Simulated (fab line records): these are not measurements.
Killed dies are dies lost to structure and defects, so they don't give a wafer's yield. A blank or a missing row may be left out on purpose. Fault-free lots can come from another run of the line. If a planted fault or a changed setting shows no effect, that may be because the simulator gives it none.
Matching of chambers :: flow sky130 :: SKY_VIA2_ETCH_15 on rie diel-01 has 4 sister chambers
The step etches SiO2 in C4F8/O2/Ar, stops on TiN, target depth 546 nm, time 84 s. 4 wafers are shown with their chamber, then 6 later ones without.

== EACH WAFER AND ITS CHAMBER ==
wafer: L427.1
chamber: 0
oes product au (a.u.): 0.937

wafer: L427.3
chamber: 1
oes product au (a.u.): 0.934

wafer: L430.1
chamber: 2
oes product au (a.u.): 0.945

wafer: L430.3
chamber: 3
oes product au (a.u.): 0.939

== WAFERS WHOSE CHAMBER IS MISSING ==
wafer: L430.5
oes product au (a.u.): 0.945

wafer: L433.2
oes product au (a.u.): 0.939

wafer: L433.3
oes product au (a.u.): 0.937

wafer: L433.6
oes product au (a.u.): 0.937

wafer: L437.2
oes product au (a.u.): 0.944

wafer: L437.4
oes product au (a.u.): 0.948

== EACH ONE'S CHAMBER ==
wafer: L430.5
from the rows above: 2
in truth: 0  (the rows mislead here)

wafer: L433.2
from the rows above: can't be placed: 3 or 0
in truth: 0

wafer: L433.3
from the rows above: can't be placed: 0 or 3
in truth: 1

wafer: L433.6
from the rows above: can't be placed: 0 or 3
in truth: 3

wafer: L437.2
from the rows above: 2
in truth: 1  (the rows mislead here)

wafer: L437.4
from the rows above: 2
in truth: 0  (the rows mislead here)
Placed correctly: 0 of 6. From these rows, 3 cannot be placed; in 2 the true chamber is one of the candidates. Number placed wrongly: 3.
How it was worked out, from the rows above alone: a wafer's distance from a chamber is the root of the sum, over the readings, of the square of ((its reading less the chamber's mean) divided by the reading's scatter). The wafer belongs to the nearest chamber; if the next one is less than 2 further off, it can't be placed. A chamber's mean is the mean of its shown wafers. The scatter (one wafer shown for each chamber): square how far every hidden wafer sits from the nearest shown wafer, average those squares and take the square root.
